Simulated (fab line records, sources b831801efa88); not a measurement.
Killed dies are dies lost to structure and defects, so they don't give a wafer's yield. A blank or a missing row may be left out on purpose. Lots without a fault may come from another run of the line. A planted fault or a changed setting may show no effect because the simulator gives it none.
A struck lot beside a sound one | flow gf180mcu | 43 steps out of a route of 602
Sound: wafers L479.2, L479.4, L479.6. Struck: wafers L481.1, L481.3, L481.6. The cause comes at the end.
At each step with rows: each side's tool, then ch and its chambers, then its first start. Under that, the readings that differ: sound wafers | struck wafers | difference of the means | sigmas: that difference in standard deviations of wafers without a fault.
alike: readings whose means differ by less than 2 such deviations, and words and numbers that are the same on both sides. not compared: withheld readings, readings that some wafer has no value for, bounds like >300 that may hide the same value, and numbers for which the record gives no deviation and whose values overlap.
The two part at a step that has a row with sigmas, a row that says differs or no value, or rows on one side only. Numbers that don't overlap but have no deviation are shown without sigmas and don't part them. A reading that every wafer of one side lacks parts them only if that side has two wafers or more.

GF_STI_CMP_25: polishes, stops on Si3N4, t overpolish 33 s, target thk 524.6 nm.
  sound on cmp-01 ch 1,2,3, day 2 17:21; struck on cmp-02 ch 0,3, day 3 04:03
  alike: head_pressure_psi, motor_current_A, overpolish_run_s, slurry_flow_ml_min, time_to_endpoint_s
then, 4 steps without rows for these wafers: GF_STI_WET_ETCH_26 (etches SiO2 in dHF, target depth 94 nm, time 188 s); GF_STI_WET_ETCH_27 (etches Si3N4 in H3PO4, target depth 160 nm, time 1825 s); GF_STI_WET_ETCH_28 (etches SiO2 in dHF, target depth 20 nm, time 40 s); GF_STI_OXIDATION_29 (stabilise 600 s, purge 300 s, target thk 10 nm).
GF_STI_THK_MEAS_30:
  sound on film_metro-02, day 2 20:04; struck on film_metro-01, day 3 06:20
  alike: STI_OXIDATION_02_THK
then, 6 steps without rows for these wafers: GF_DNWELL_DEHYDRATE_00 (time 60 s); GF_DNWELL_HMDS_01 (prime time 60 s); GF_DNWELL_COAT_02 (resist thk 3000 nm); GF_DNWELL_SOFTBAKE_03; GF_DNWELL_EXPOSE_04 (exposes mask DNWELL, target cd 1700 nm); GF_DNWELL_PEB_05.
GF_DNWELL_DEVELOP_06: develop time 60 s.
  sound on litho_track-02 ch 0, day 3 07:00; struck on litho_track-02 ch 0, day 3 18:00
then, 1 step without rows for these wafers: GF_DNWELL_IMPLANT_07.
GF_DNWELL_STRIP_08: strips in O2/N2.
  sound on plasma_asher-03 ch 0,1, day 3 08:04; struck on plasma_asher-03 ch 1, day 3 19:01
  alike: drypump_motor_current_A, heater_power_w, oes_product_au, strip_time_to_endpoint_s
  not compared: rf_hours_counter_h
GF_DNWELL_TW_MEAS_09:
  sound on film_metro-02, day 3 08:11; struck on film_metro-02, day 3 19:07
  alike: DNWELL_TW
then, 7 steps without rows for these wafers: GF_NWELL_DEHYDRATE_00 (time 60 s); GF_NWELL_HMDS_01 (prime time 60 s); GF_NWELL_COAT_02 (resist thk 3000 nm); GF_NWELL_SOFTBAKE_03; GF_NWELL_EXPOSE_04 (exposes mask Nwell, target cd 860 nm); GF_NWELL_PEB_05; GF_NWELL_DEVELOP_06 (develop time 60 s).
GF_NWELL_OVL_MEAS_07:
  sound on overlay-01, day 3 21:10; struck on overlay-01, day 4 09:04
  alike: NWELL_OVL
then, 2 steps without rows for these wafers: GF_NWELL_IMPLANT_08; GF_NWELL_IMPLANT_09.
GF_NWELL_STRIP_10: strips in O2/N2.
  sound on plasma_asher-02 ch 0, day 3 21:30; struck on plasma_asher-03 ch 0,1, day 4 09:24
  alike: drypump_motor_current_A, heater_power_w, oes_product_au, strip_time_to_endpoint_s
  not compared: rf_hours_counter_h
GF_NWELL_TW_MEAS_11:
  sound on film_metro-01, day 3 21:37; struck on film_metro-03, day 4 09:30
  reading  | sound          | struck         | difference | sigmas
  NWELL_TW | 1554 1547 1552 | 1569 1579 1572 | +22        | +2
then, 7 steps without rows for these wafers: GF_LVPWELL_DEHYDRATE_00 (time 60 s); GF_LVPWELL_HMDS_01 (prime time 60 s); GF_LVPWELL_COAT_02 (resist thk 3031 nm); GF_LVPWELL_SOFTBAKE_03; GF_LVPWELL_EXPOSE_04 (exposes mask LVPWELL, target cd 600 nm); GF_LVPWELL_PEB_05; GF_LVPWELL_DEVELOP_06 (develop time 60 s).
GF_LVPWELL_OVL_MEAS_07:
  sound on overlay-01, day 4 10:39; struck on overlay-01, day 4 23:13
  alike: LVPWELL_OVL
then, 2 steps without rows for these wafers: GF_LVPWELL_IMPLANT_08; GF_LVPWELL_IMPLANT_09.
GF_LVPWELL_STRIP_10: strips in O2/N2.
  sound on plasma_asher-04 ch 0,1, day 4 10:59; struck on plasma_asher-04 ch 0,1, day 4 23:33
  alike: drypump_motor_current_A, heater_power_w, oes_product_au, strip_time_to_endpoint_s
  not compared: rf_hours_counter_h
GF_LVPWELL_TW_MEAS_11:
  sound on film_metro-01, day 4 11:05; struck on film_metro-04, day 4 23:39
  alike: LVPWELL_TW
then, 2 steps without rows for these wafers: GF_MVSD_DEHYDRATE_00 (time 60 s); GF_MVSD_HMDS_01 (prime time 60 s).
-- the record jumps here: 26 days lie between the struck wafers' starts before and after (it left off in module MVSD and takes up again in module PASSIVATION, whose first step shown is number 602 of the route) --
GF_PASSIVATION_PROBE_99:
  the record has rows for the struck wafers here (prober-01, day 30 12:21) and none for the sound ones

WHERE THEY PART
First at GF_NWELL_TW_MEAS_11; last, within this record, at GF_PASSIVATION_PROBE_99.

WHY: what the simulator had put in
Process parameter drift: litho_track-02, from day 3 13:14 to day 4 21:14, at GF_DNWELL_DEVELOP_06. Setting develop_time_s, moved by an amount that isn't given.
